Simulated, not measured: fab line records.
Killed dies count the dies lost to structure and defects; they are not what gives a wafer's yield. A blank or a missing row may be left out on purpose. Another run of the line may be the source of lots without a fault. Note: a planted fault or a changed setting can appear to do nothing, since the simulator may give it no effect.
Matching of chambers    flow sky130    cmp-02 running SKY_VIA1_CMP_02: 4 sister chambers
The step polishes SiO2. 8 wafers are shown with their chamber, then 10 later ones without.

WAFERS WITH THEIR CHAMBER
wafer   chamber  motor-current-A (A)  head-pressure-psi (psi)
L082.4  2        12.8                 3.994
L083.4  2        12.5                 4.003
L085.2  3        13.2                 4.002
L087.5  1        11.9                 3.993
L086.2  3        14.2                 4.000
L086.6  0        13.0                 4.007
L090.1  1        11.4                 4.003
L090.4  0        12.9                 4.005

WAFERS WITHOUT THEIR CHAMBER
wafer   motor-current-A (A)  head-pressure-psi (psi)
L090.6  13.7                 4.012
L094.1  14.7                 4.005
L094.2  12.4                 3.998
L094.3  11.9                 4.007
L095.2  12.2                 4.006
L095.3  13.0                 3.997
L095.4  14.2                 4.002
L096.1  11.5                 3.990
L096.5  13.4                 3.984
L096.6  11.5                 3.992

EACH ONE'S CHAMBER
wafer   from the rows above                in truth
L090.6  can't be placed: 0 or 3 or 2       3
L094.1  can't be placed: 3 or 0            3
L094.2  can't be placed: 2 or 1 or 0       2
L094.3  can't be placed: 1 or 2 or 0       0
L095.2  can't be placed: 0 or 2 or 1 or 3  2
L095.3  can't be placed: 2 or 0 or 3       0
L095.4  can't be placed: 3 or 0            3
L096.1  can't be placed: 1 or 2            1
L096.5  can't be placed: 2 or 3 or 0 or 1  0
L096.6  can't be placed: 1 or 2            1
Correctly placed: 0 of 10. Can't be placed from these rows: 10 (the true chamber is among the candidates in 10). Number placed wrongly: 0.
How it was worked out, from the rows above alone: a wafer's distance from a chamber is the root of the sum, over the readings, of the square of ((its reading less the chamber's mean) divided by the reading's scatter). If the next closest chamber is less than 2 further off than the closest, the wafer can't be placed; otherwise it belongs to the closest. Each chamber's mean is taken over the wafers shown for it. The scatter: take each reading less its chamber's mean, square it, sum over the shown wafers, divide by the number of wafers less the number of chambers, and take the root.
